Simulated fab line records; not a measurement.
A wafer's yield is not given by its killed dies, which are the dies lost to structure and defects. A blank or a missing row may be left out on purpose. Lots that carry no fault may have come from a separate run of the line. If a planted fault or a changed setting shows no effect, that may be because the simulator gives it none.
What tool caused it? :: flow gf180mcu :: 24 lots with 72 wafers sampled at 6 steps, on a route of 602 steps

== WHAT THE GAUGES SHOWED, per wafer ==
GF_V1_CD_MEAS_14 targets a cd of 260 nm. Usual: cdNm 260.4 nm, standard deviation 1.1.
lot: L074
measured: day 17 21:47
on: cdSem-02
cdNm (nm): 261.0 261.1 260.8
flag: 

lot: L075
measured: day 18 04:58
on: cdSem-01
cdNm (nm): 259.7 259.6 259.7
flag: 

lot: L076
measured: day 18 16:31
on: cdSem-01
cdNm (nm): 263.2 262.0 261.0
flag: 

lot: L077
measured: day 19 01:11
on: cdSem-01
cdNm (nm): 260.3 260.4 260.2
flag: 

lot: L078
measured: day 19 17:19
on: cdSem-01
cdNm (nm): 261.7 259.3 260.2
flag: 

lot: L079
measured: day 20 01:45
on: cdSem-01
cdNm (nm): 260.3 259.8 259.7
flag: 

lot: L080
measured: day 20 09:42
on: cdSem-01
cdNm (nm): 260.8 260.5 260.1
flag: 

lot: L081
measured: day 20 17:45
on: cdSem-02
cdNm (nm): 260.5 260.8 261.4
flag: 

lot: L082
measured: day 21 01:01
on: cdSem-01
cdNm (nm): 258.8 259.1 259.8
flag: 

lot: L083
measured: day 21 10:24
on: cdSem-02
cdNm (nm): 261.3 260.5 260.8
flag: 

lot: L084
measured: day 21 18:10
on: cdSem-02
cdNm (nm): 259.9 260.6 261.4
flag: 

lot: L085
measured: day 22 09:43
on: cdSem-02
cdNm (nm): 258.9 257.9 259.2
flag: 

lot: L086
measured: day 22 13:31
on: cdSem-02
cdNm (nm): 261.6 260.9 261.9
flag: 

lot: L087
measured: day 22 18:53
on: cdSem-02
cdNm (nm): 261.6 261.8 260.5
flag: 

lot: L088
measured: day 23 08:41
on: cdSem-02
cdNm (nm): 260.7 260.6 260.1
flag: 

lot: L090
measured: day 24 00:10
on: cdSem-02
cdNm (nm): 258.2 259.4 259.5
flag: 

lot: L089
measured: day 24 01:24
on: cdSem-01
cdNm (nm): 260.5 259.5 259.5
flag: 

lot: L091
measured: day 24 14:31
on: cdSem-01
cdNm (nm): 258.3 257.5 259.4
flag: 

lot: L092
measured: day 24 17:19
on: cdSem-01
cdNm (nm): 260.5 260.1 261.1
flag: 

lot: L093
measured: day 24 22:17
on: cdSem-02
cdNm (nm): 259.3 258.6 259.8
flag: 

lot: L094
measured: day 25 07:49
on: cdSem-02
cdNm (nm): 261.7 262.0 262.6
flag: 

lot: L095
measured: day 25 09:07
on: cdSem-02
cdNm (nm): 262.4 261.9 261.4
flag: 

lot: L096
measured: day 25 21:56
on: cdSem-02
cdNm (nm): 260.5 261.7 260.8
flag: 

lot: L097
measured: day 26 00:41
on: cdSem-02
cdNm (nm): 258.4 259.2 260.0
flag: 

GF_V2_THK_MEAS_25: measures by xrf. Usual: V2_W_THK gives 347 nm (standard deviation 7.1).
lot: L074
measured: day 20 02:34
on: filmMetro-02
V2_W_THK (nm): 339 338 349
flag: 

lot: L075
measured: day 20 08:56
on: filmMetro-04
V2_W_THK (nm): 363 360 343
flag: 

lot: L076
measured: day 20 20:02
on: filmMetro-04
V2_W_THK (nm): 356 361 356
flag: 

lot: L077
measured: day 21 06:16
on: filmMetro-02
V2_W_THK (nm): 341 345 357
flag: 

lot: L078
measured: day 21 21:17
on: filmMetro-04
V2_W_THK (nm): 342 345 363
flag: 

lot: L079
measured: day 22 05:02
on: filmMetro-01
V2_W_THK (nm): 330 349 328
flag: 

lot: L080
measured: day 22 12:56
on: filmMetro-02
V2_W_THK (nm): 340 357 343
flag: 

lot: L081
measured: day 22 20:41
on: filmMetro-04
V2_W_THK (nm): 337 350 333
flag: 

lot: L082
measured: day 23 04:53
on: filmMetro-02
V2_W_THK (nm): 348 345 341
flag: 

lot: L083
measured: day 23 12:58
on: filmMetro-01
V2_W_THK (nm): 348 349 347
flag: 

lot: L084
measured: day 23 22:01
on: filmMetro-02
V2_W_THK (nm): 346 349 332
flag: 

lot: L085
measured: day 24 10:47
on: filmMetro-04
V2_W_THK (nm): 350 350 351
flag: 

lot: L086
measured: day 24 15:14
on: filmMetro-01
V2_W_THK (nm): 347 348 346
flag: 

lot: L087
measured: day 24 20:11
on: filmMetro-01
V2_W_THK (nm): 349 350 348
flag: 

lot: L088
measured: day 25 08:51
on: filmMetro-04
V2_W_THK (nm): 349 348 337
flag: 

lot: L090
measured: day 26 01:10
on: filmMetro-04
V2_W_THK (nm): 343 348 346
flag: 

lot: L089
measured: day 26 01:32
on: filmMetro-02
V2_W_THK (nm): 348 348 346
flag: 

lot: L091
measured: day 26 13:44
on: filmMetro-02
V2_W_THK (nm): 346 332 353
flag: 

lot: L092
measured: day 26 16:15
on: filmMetro-04
V2_W_THK (nm): 337 346 356
flag: 

lot: L093
measured: day 26 23:31
on: filmMetro-04
V2_W_THK (nm): 353 347 334
flag: 

lot: L094
measured: day 27 06:29
on: filmMetro-04
V2_W_THK (nm): 350 348 345
flag: 

lot: L095
measured: day 27 06:59
on: filmMetro-02
V2_W_THK (nm): 336 347 339
flag: 

lot: L096
measured: day 27 19:40
on: filmMetro-02
V2_W_THK (nm): 351 341 347
flag: 

lot: L097
measured: day 27 22:09
on: filmMetro-04
V2_W_THK (nm): 348 352 350
flag: 

GF_M4_THK_MEAS_06: measures by xrf. Usual: M4_ALCU_THK gives 440 nm (standard deviation 6.7).
lot: L074
measured: day 22 05:25
on: filmMetro-03
M4_ALCU_THK (nm): 457 450 450
flag: 

lot: L075
measured: day 22 12:16
on: filmMetro-03
M4_ALCU_THK (nm): 443 435 438
flag: 

lot: L076
measured: day 22 22:19
on: filmMetro-04
M4_ALCU_THK (nm): 448 447 447
flag: 

lot: L077
measured: day 23 07:41
on: filmMetro-04
M4_ALCU_THK (nm): 433 434 434
flag: 

lot: L078
measured: day 23 23:26
on: filmMetro-04
M4_ALCU_THK (nm): 419 427 428
flag: 

lot: L079
measured: day 24 06:40
on: filmMetro-01
M4_ALCU_THK (nm): 437 436 434
flag: 

lot: L080
measured: day 24 14:18
on: filmMetro-03
M4_ALCU_THK (nm): 443 443 444
flag: 

lot: L081
measured: day 25 01:56
on: filmMetro-01
M4_ALCU_THK (nm): 439 439 439
flag: 

lot: L082
measured: day 25 05:50
on: filmMetro-04
M4_ALCU_THK (nm): 449 446 446
flag: 

lot: L083
measured: day 25 12:09
on: filmMetro-01
M4_ALCU_THK (nm): 435 432 435
flag: 

lot: L084
measured: day 26 00:11
on: filmMetro-01
M4_ALCU_THK (nm): 436 432 435
flag: 

lot: L085
measured: day 26 08:46
on: filmMetro-01
M4_ALCU_THK (nm): 430 430 432
flag: 

lot: L086
measured: day 26 13:41
on: filmMetro-01
M4_ALCU_THK (nm): 441 443 452
flag: 

lot: L087
measured: day 26 21:26
on: filmMetro-04
M4_ALCU_THK (nm): 444 439 443
flag: 

lot: L088
measured: day 27 06:22
on: filmMetro-03
M4_ALCU_THK (nm): 442 435 435
flag: 

lot: L090
measured: day 28 12:48
on: filmMetro-03
M4_ALCU_THK (nm): 450 451 447
flag: 

lot: L089
measured: day 27 23:18
on: filmMetro-01
M4_ALCU_THK (nm): 435 432 434
flag: 

lot: L091
measured: day 28 10:38
on: filmMetro-01
M4_ALCU_THK (nm): 437 443 441
flag: 

lot: L092
measured: day 28 12:19
on: filmMetro-01
M4_ALCU_THK (nm): 431 436 436
flag: 

lot: L093
measured: day 28 19:10
on: filmMetro-04
M4_ALCU_THK (nm): 437 440 441
flag: 

lot: L094
measured: day 29 02:13
on: filmMetro-03
M4_ALCU_THK (nm): 438 435 441
flag: 

lot: L095
measured: day 29 02:29
on: filmMetro-04
M4_ALCU_THK (nm): 447 443 449
flag: 

lot: L096
measured: day 29 14:04
on: filmMetro-03
M4_ALCU_THK (nm): 441 444 445
flag: 

lot: L097
measured: day 29 16:11
on: filmMetro-01
M4_ALCU_THK (nm): 440 439 438
flag: 

== WHAT TOOL EACH LOT RAN ON (gives the tool, then ch and the chambers of the sampled wafers, and finally the start) ==
lot: L074
GF_V1_STRIP_18: plasmaAsher-01 ch 0,1, day 17 22:03
GF_M3_SPUTTER_04: pvdSputter-01, day 20 03:05
GF_M4_SPUTTER_04: pvdSputter-04, day 22 05:14

lot: L075
GF_V1_STRIP_18: plasmaAsher-01 ch 1, day 18 05:14
GF_M3_SPUTTER_04: pvdSputter-01, day 20 09:28
GF_M4_SPUTTER_04: pvdSputter-01, day 22 12:06

lot: L076
GF_V1_STRIP_18: plasmaAsher-01 ch 0,1, day 18 16:47
GF_M3_SPUTTER_04: pvdSputter-01, day 20 20:34
GF_M4_SPUTTER_04: pvdSputter-03, day 22 22:09

lot: L077
GF_V1_STRIP_18: plasmaAsher-04 ch 0,1, day 19 01:27
GF_M3_SPUTTER_04: pvdSputter-01, day 21 06:47
GF_M4_SPUTTER_04: pvdSputter-01, day 23 07:31

lot: L078
GF_V1_STRIP_18: plasmaAsher-04 ch 0,1, day 19 17:35
GF_M3_SPUTTER_04: pvdSputter-02, day 21 21:49
GF_M4_SPUTTER_04: pvdSputter-01, day 23 23:16

lot: L079
GF_V1_STRIP_18: plasmaAsher-04 ch 0,1, day 20 02:02
GF_M3_SPUTTER_04: pvdSputter-03, day 22 05:35
GF_M4_SPUTTER_04: pvdSputter-03, day 24 06:30

lot: L080
GF_V1_STRIP_18: plasmaAsher-01 ch 0,1, day 20 09:59
GF_M3_SPUTTER_04: pvdSputter-03, day 22 13:28
GF_M4_SPUTTER_04: pvdSputter-03, day 24 14:08

lot: L081
GF_V1_STRIP_18: plasmaAsher-03 ch 0,1, day 20 18:02
GF_M3_SPUTTER_04: pvdSputter-01, day 22 21:13
GF_M4_SPUTTER_04: pvdSputter-04, day 25 01:46

lot: L082
GF_V1_STRIP_18: plasmaAsher-04 ch 0,1, day 21 01:18
GF_M3_SPUTTER_04: pvdSputter-03, day 23 05:25
GF_M4_SPUTTER_04: pvdSputter-04, day 25 05:40

lot: L083
GF_V1_STRIP_18: plasmaAsher-01 ch 0,1, day 21 10:45
GF_M3_SPUTTER_04: pvdSputter-02, day 23 13:31
GF_M4_SPUTTER_04: pvdSputter-03, day 25 11:59

lot: L084
GF_V1_STRIP_18: plasmaAsher-01 ch 0, day 21 18:26
GF_M3_SPUTTER_04: pvdSputter-03, day 23 22:32
GF_M4_SPUTTER_04: pvdSputter-01, day 26 00:01

lot: L085
GF_V1_STRIP_18: plasmaAsher-01 ch 0,1, day 22 09:59
GF_M3_SPUTTER_04: pvdSputter-02, day 24 11:21
GF_M4_SPUTTER_04: pvdSputter-01, day 26 08:36

lot: L086
GF_V1_STRIP_18: plasmaAsher-03 ch 0,1, day 22 13:47
GF_M3_SPUTTER_04: pvdSputter-01, day 24 15:46
GF_M4_SPUTTER_04: pvdSputter-04, day 26 13:31

lot: L087
GF_V1_STRIP_18: plasmaAsher-04 ch 0,1, day 22 19:09
GF_M3_SPUTTER_04: pvdSputter-01, day 25 00:38
GF_M4_SPUTTER_04: pvdSputter-04, day 26 21:16

lot: L088
GF_V1_STRIP_18: plasmaAsher-03 ch 1, day 23 08:59
GF_M3_SPUTTER_04: pvdSputter-01, day 25 09:23
GF_M4_SPUTTER_04: pvdSputter-03, day 27 06:12

lot: L090
GF_V1_STRIP_18: plasmaAsher-04 ch 0,1, day 24 00:27
GF_M3_SPUTTER_04: pvdSputter-02, day 26 01:47
GF_M4_SPUTTER_04: pvdSputter-04, day 27 21:53

lot: L089
GF_V1_STRIP_18: plasmaAsher-04 ch 1, day 24 01:41
GF_M3_SPUTTER_04: pvdSputter-01, day 26 02:04
GF_M4_SPUTTER_04: pvdSputter-01, day 27 23:08

lot: L091
GF_V1_STRIP_18: plasmaAsher-01 ch 0,1, day 24 14:47
GF_M3_SPUTTER_04: pvdSputter-03, day 26 14:16
GF_M4_SPUTTER_04: pvdSputter-03, day 28 10:28

lot: L092
GF_V1_STRIP_18: plasmaAsher-04 ch 1, day 24 17:36
GF_M3_SPUTTER_04: pvdSputter-01, day 26 16:47
GF_M4_SPUTTER_04: pvdSputter-03, day 28 12:10

lot: L093
GF_V1_STRIP_18: plasmaAsher-01 ch 0,1, day 24 22:35
GF_M3_SPUTTER_04: pvdSputter-02, day 27 00:03
GF_M4_SPUTTER_04: pvdSputter-03, day 28 19:00

lot: L094
GF_V1_STRIP_18: plasmaAsher-03 ch 0, day 25 08:06
GF_M3_SPUTTER_04: pvdSputter-03, day 27 07:01
GF_M4_SPUTTER_04: pvdSputter-01, day 29 02:03

lot: L095
GF_V1_STRIP_18: plasmaAsher-01 ch 0,1, day 25 09:24
GF_M3_SPUTTER_04: pvdSputter-01, day 27 07:31
GF_M4_SPUTTER_04: pvdSputter-04, day 29 02:20

lot: L096
GF_V1_STRIP_18: plasmaAsher-04 ch 0, day 25 22:14
GF_M3_SPUTTER_04: pvdSputter-03, day 27 20:13
GF_M4_SPUTTER_04: pvdSputter-01, day 29 13:55

lot: L097
GF_V1_STRIP_18: plasmaAsher-04 ch 0,1, day 26 00:59
GF_M3_SPUTTER_04: pvdSputter-03, day 27 22:41
GF_M4_SPUTTER_04: pvdSputter-03, day 29 16:02
- GF_V1_STRIP_18: strips in O2/N2.
- GF_M3_SPUTTER_04: material TiN, target thk 50 nm, time 41.7 s.
- GF_M4_SPUTTER_04: material TiN, target thk 50 nm, time 41.7 s.

== AS READ BY THE TOOLS THEMSELVES (means over the sampled wafers that have a number; for cases with no such wafer, the mark the record gives instead) ==
GF_V1_STRIP_18. Usual: drypumpMotorCurrentA 6.07 A, standard deviation 0.24; heaterPowerW 327 W, standard deviation 57; oesProductAu 0.593 a.u., standard deviation 0.0049.
lot: L074
tool: plasmaAsher-01
drypumpMotorCurrentA (A): 6.11
heaterPowerW (W): 321
oesProductAu (a.u.): 0.597
flag: 

lot: L075
tool: plasmaAsher-01
drypumpMotorCurrentA (A): 6.10
heaterPowerW (W): 272
oesProductAu (a.u.): 0.591
flag: 

lot: L076
tool: plasmaAsher-01
drypumpMotorCurrentA (A): 6.10
heaterPowerW (W): 294
oesProductAu (a.u.): 0.594
flag: 

lot: L077
tool: plasmaAsher-04
drypumpMotorCurrentA (A): 5.83
heaterPowerW (W): 385
oesProductAu (a.u.): 0.594
flag: 

lot: L078
tool: plasmaAsher-04
drypumpMotorCurrentA (A): 5.87
heaterPowerW (W): 339
oesProductAu (a.u.): 0.594
flag: 

lot: L079
tool: plasmaAsher-04
drypumpMotorCurrentA (A): 5.81
heaterPowerW (W): 380
oesProductAu (a.u.): 0.592
flag: 

lot: L080
tool: plasmaAsher-01
drypumpMotorCurrentA (A): 6.10
heaterPowerW (W): 316
oesProductAu (a.u.): 0.593
flag: 

lot: L081
tool: plasmaAsher-03
drypumpMotorCurrentA (A): 6.54
heaterPowerW (W): 296
oesProductAu (a.u.): 0.594
flag: 

lot: L082
tool: plasmaAsher-04
drypumpMotorCurrentA (A): 5.87
heaterPowerW (W): 337
oesProductAu (a.u.): 0.597
flag: 

lot: L083
tool: plasmaAsher-01
drypumpMotorCurrentA (A): 6.10
heaterPowerW (W): 318
oesProductAu (a.u.): 0.594
flag: 

lot: L084
tool: plasmaAsher-01
drypumpMotorCurrentA (A): 6.11
heaterPowerW (W): 341
oesProductAu (a.u.): 0.593
flag: 

lot: L085
tool: plasmaAsher-01
drypumpMotorCurrentA (A): 6.11
heaterPowerW (W): 297
oesProductAu (a.u.): 0.595
flag: 

lot: L086
tool: plasmaAsher-03
drypumpMotorCurrentA (A): 6.55
heaterPowerW (W): 301
oesProductAu (a.u.): 0.591
flag: 

lot: L087
tool: plasmaAsher-04
drypumpMotorCurrentA (A): 5.87
heaterPowerW (W): 337
oesProductAu (a.u.): 0.595
flag: 

lot: L088
tool: plasmaAsher-03
drypumpMotorCurrentA (A): 6.63
heaterPowerW (W): 297
oesProductAu (a.u.): 0.592
flag: 

lot: L090
tool: plasmaAsher-04
drypumpMotorCurrentA (A): 5.84
heaterPowerW (W): 383
oesProductAu (a.u.): 0.593
flag: 

lot: L089
tool: plasmaAsher-04
drypumpMotorCurrentA (A): 5.92
heaterPowerW (W): 291
oesProductAu (a.u.): 0.595
flag: 

lot: L091
tool: plasmaAsher-01
drypumpMotorCurrentA (A): 6.10
heaterPowerW (W): 297
oesProductAu (a.u.): 0.594
flag: 

lot: L092
tool: plasmaAsher-04
drypumpMotorCurrentA (A): 5.91
heaterPowerW (W): 293
oesProductAu (a.u.): 0.594
flag: 

lot: L093
tool: plasmaAsher-01
drypumpMotorCurrentA (A): 6.09
heaterPowerW (W): 300
oesProductAu (a.u.): 0.588
flag: 

lot: L094
tool: plasmaAsher-03
drypumpMotorCurrentA (A): 6.40
heaterPowerW (W): 291
oesProductAu (a.u.): 0.592
flag: 

lot: L095
tool: plasmaAsher-01
drypumpMotorCurrentA (A): 6.10
heaterPowerW (W): 296
oesProductAu (a.u.): 0.600
flag: 

lot: L096
tool: plasmaAsher-04
drypumpMotorCurrentA (A): 5.78
heaterPowerW (W): 434
oesProductAu (a.u.): 0.595
flag: 

lot: L097
tool: plasmaAsher-04
drypumpMotorCurrentA (A): 5.83
heaterPowerW (W): 379
oesProductAu (a.u.): 0.599
flag: 

GF_M3_SPUTTER_04. Usual: throttleValvePct 29.9 %, standard deviation 0.9.
lot: L074
tool: pvdSputter-01
throttleValvePct (%): 30.3
flag: 

lot: L075
tool: pvdSputter-01
throttleValvePct (%): 30.2
flag: 

lot: L076
tool: pvdSputter-01
throttleValvePct (%): 30.0
flag: 

lot: L077
tool: pvdSputter-01
throttleValvePct (%): 30.1
flag: 

lot: L078
tool: pvdSputter-02
throttleValvePct (%): 30.8
flag: 

lot: L079
tool: pvdSputter-03
throttleValvePct (%): 29.6
flag: 

lot: L080
tool: pvdSputter-03
throttleValvePct (%): 28.9
flag: 

lot: L081
tool: pvdSputter-01
throttleValvePct (%): 30.1
flag: 

lot: L082
tool: pvdSputter-03
throttleValvePct (%): 29.1
flag: 

lot: L083
tool: pvdSputter-02
throttleValvePct (%): 30.4
flag: 

lot: L084
tool: pvdSputter-03
throttleValvePct (%): 29.6
flag: 

lot: L085
tool: pvdSputter-02
throttleValvePct (%): 30.1
flag: 

lot: L086
tool: pvdSputter-01
throttleValvePct (%): 30.2
flag: 

lot: L087
tool: pvdSputter-01
throttleValvePct (%): 30.2
flag: 

lot: L088
tool: pvdSputter-01
throttleValvePct (%): 30.1
flag: 

lot: L090
tool: pvdSputter-02
throttleValvePct (%): 30.5
flag: 

lot: L089
tool: pvdSputter-01
throttleValvePct (%): 30.3
flag: 

lot: L091
tool: pvdSputter-03
throttleValvePct (%): 28.7
flag: 

lot: L092
tool: pvdSputter-01
throttleValvePct (%): 29.9
flag: 

lot: L093
tool: pvdSputter-02
throttleValvePct (%): 29.6
flag: 

lot: L094
tool: pvdSputter-03
throttleValvePct (%): 29.6
flag: 

lot: L095
tool: pvdSputter-01
throttleValvePct (%): 29.9
flag: 

lot: L096
tool: pvdSputter-03
throttleValvePct (%): 29.3
flag: 

lot: L097
tool: pvdSputter-03
throttleValvePct (%): 29.8
flag: 

GF_M4_SPUTTER_04. Usual: throttleValvePct 29.7 %, standard deviation 0.75.
lot: L074
tool: pvdSputter-04
throttleValvePct (%): 29.2
flag: 

lot: L075
tool: pvdSputter-01
throttleValvePct (%): 30.2
flag: 

lot: L076
tool: pvdSputter-03
throttleValvePct (%): 29.1
flag: 

lot: L077
tool: pvdSputter-01
throttleValvePct (%): 29.7
flag: 

lot: L078
tool: pvdSputter-01
throttleValvePct (%): 30.0
flag: 

lot: L079
tool: pvdSputter-03
throttleValvePct (%): 28.9
flag: 

lot: L080
tool: pvdSputter-03
throttleValvePct (%): 28.9
flag: 

lot: L081
tool: pvdSputter-04
throttleValvePct (%): 29.3
flag: 

lot: L082
tool: pvdSputter-04
throttleValvePct (%): 29.4
flag: 

lot: L083
tool: pvdSputter-03
throttleValvePct (%): 29.8
flag: 

lot: L084
tool: pvdSputter-01
throttleValvePct (%): 29.8
flag: 

lot: L085
tool: pvdSputter-01
throttleValvePct (%): 30.2
flag: 

lot: L086
tool: pvdSputter-04
throttleValvePct (%): 29.4
flag: 

lot: L087
tool: pvdSputter-04
throttleValvePct (%): 29.2
flag: 

lot: L088
tool: pvdSputter-03
throttleValvePct (%): 29.6
flag: 

lot: L090
tool: pvdSputter-04
throttleValvePct (%): 29.0
flag: 

lot: L089
tool: pvdSputter-01
throttleValvePct (%): 29.9
flag: 

lot: L091
tool: pvdSputter-03
throttleValvePct (%): 28.8
flag: 

lot: L092
tool: pvdSputter-03
throttleValvePct (%): 29.9
flag: 

lot: L093
tool: pvdSputter-03
throttleValvePct (%): 29.9
flag: 

lot: L094
tool: pvdSputter-01
throttleValvePct (%): 30.2
flag: 

lot: L095
tool: pvdSputter-04
throttleValvePct (%): 29.0
flag: 

lot: L096
tool: pvdSputter-01
throttleValvePct (%): 30.1
flag: 

lot: L097
tool: pvdSputter-03
throttleValvePct (%): 30.4
flag: 

== THE ANSWER, worked out from the rows above alone ==
Rule: take the mean of a lot's wafers that have a number; if it is more than 3 standard deviations from the usual mean, the lot is off. A lot without any number at a reading at which 4 lots or more have one is off too. All remaining lots with rows at the step are treated as sound. The gauges are gone through in route order, then the tools' own readings, and for those a lot's mean is taken as printed above. At the first step where some lot is off, the reading lying furthest off is the one used; lots without a number count as furthest.
None of the lots is off at any reading shown; this tells nothing.

== WHAT THE SIMULATOR HAD INSERTED ==
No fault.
